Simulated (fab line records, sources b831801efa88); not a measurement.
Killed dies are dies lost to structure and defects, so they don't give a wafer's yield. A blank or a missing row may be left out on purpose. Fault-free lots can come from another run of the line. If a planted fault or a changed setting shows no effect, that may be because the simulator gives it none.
Commonality check across tools	flow sky130	13 lots, 39 wafers sampled

REASON IT WAS OPENED
At SKY_LI_CONTACT_CD_MEAS_12 the reading cd_nm is flagged on 1 of 13 lots. Wafers without a fault read 170.4 nm, standard deviation 1.3.
Rule: a lot is flagged when every wafer of it that has a number lies more than 4 standard deviations from that mean, or none has a number. As for the other lots, they are considered sound.

lot	measured	on	cd_nm (nm), wafer by wafer	flag
L797	day 29 22:49	cd_sem-01	173.2 173.2 171.8	
L798	day 30 06:42	cd_sem-02	173.3 170.8 170.0	
L800	day 31 01:19	cd_sem-01	170.0 170.1 169.9	
L801	day 31 08:04	cd_sem-02	171.0 171.0 170.1	
L803	day 32 00:01	cd_sem-01	172.1 170.4 170.4	
L802	day 32 01:20	cd_sem-01	167.9 169.2 169.4	
L804	day 32 06:10	cd_sem-02	168.9 168.2 168.6	
L806	day 33 02:07	cd_sem-01	138.3 136.7 137.1	FLAGGED
L811	day 34 19:58	cd_sem-02	169.8 169.9 170.3	
L814	day 35 10:15	cd_sem-02	171.8 170.6 171.6	
L815	day 35 15:19	cd_sem-02	169.2 170.4 170.1	
L817	day 36 05:02	cd_sem-01	171.5 171.3 172.2	
L818	day 36 12:43	cd_sem-02	170.4 170.8 171.2	
The mean of the flagged lots' numbers is 137.4 nm, -33.0 nm from the usual (-25 standard deviations).

WHICH TOOL RAN EACH LOT
The record keeps 1 process step preceding the reading, out of 708 steps on the route. Cell contents, in order: the tool; ch with the chambers the sampled wafers went through; the start.
lot	flag	SKY_LI_CONTACT_EXPOSE_09
L797		krf_scanner-02 ch 0, day 29 09:06
L798		krf_scanner-01 ch 0, day 29 17:08
L800		krf_scanner-02 ch 0, day 30 11:04
L801		krf_scanner-01 ch 0, day 30 18:33
L803		krf_scanner-01 ch 0, day 31 10:15
L802		krf_scanner-01 ch 0, day 31 11:43
L804		krf_scanner-02 ch 0, day 31 16:36
L806	FLAGGED	krf_scanner-02 ch 0, day 32 12:29
L811		krf_scanner-01 ch 0, day 34 06:58
L814		krf_scanner-02 ch 0, day 34 21:10
L815		krf_scanner-02 ch 0, day 35 02:15
L817		krf_scanner-02 ch 0, day 35 16:34
L818		krf_scanner-02 ch 0, day 35 23:48
These steps, and what they do:
- SKY_LI_CONTACT_EXPOSE_09: exposes mask LICM1, target cd 170 nm.
- SKY_LI_CONTACT_CD_MEAS_12: target cd 170 nm.

FLAGGED OVER TOTAL, TOOL BY TOOL (the gauges that took the reading come last)
step	tool	lots run	flagged	share of the flagged lots	sound lots run after its first flagged lot
SKY_LI_CONTACT_EXPOSE_09	krf_scanner-01	5	0	none	-
SKY_LI_CONTACT_EXPOSE_09	krf_scanner-02	8	1	all	4 (L814,L815,L817,L818)
SKY_LI_CONTACT_CD_MEAS_12	cd_sem-01	6	1	all	1 (L817)
SKY_LI_CONTACT_CD_MEAS_12	cd_sem-02	7	0	none	-

WHAT THE TABLE PERMITS
Every flagged lot went through 2 rows of the table: krf_scanner-02 at SKY_LI_CONTACT_EXPOSE_09 and cd_sem-01 at SKY_LI_CONTACT_CD_MEAS_12.
- krf_scanner-02 at SKY_LI_CONTACT_EXPOSE_09 ran 8 lots, 1 of them flagged. Sound lots followed the first flagged one (L814, L815, L817, L818) on it, something a lasting fault affecting the whole tool could not allow.
- cd_sem-01 at SKY_LI_CONTACT_CD_MEAS_12 ran 6 lots, 1 of them flagged. Sound lots followed the first flagged one (L817) on it, something a lasting fault affecting the whole tool could not allow.
Every row of the table either missed a flagged lot or ran a sound lot after the first.

WHAT HAD BEEN PUT IN BY THE SIMULATOR
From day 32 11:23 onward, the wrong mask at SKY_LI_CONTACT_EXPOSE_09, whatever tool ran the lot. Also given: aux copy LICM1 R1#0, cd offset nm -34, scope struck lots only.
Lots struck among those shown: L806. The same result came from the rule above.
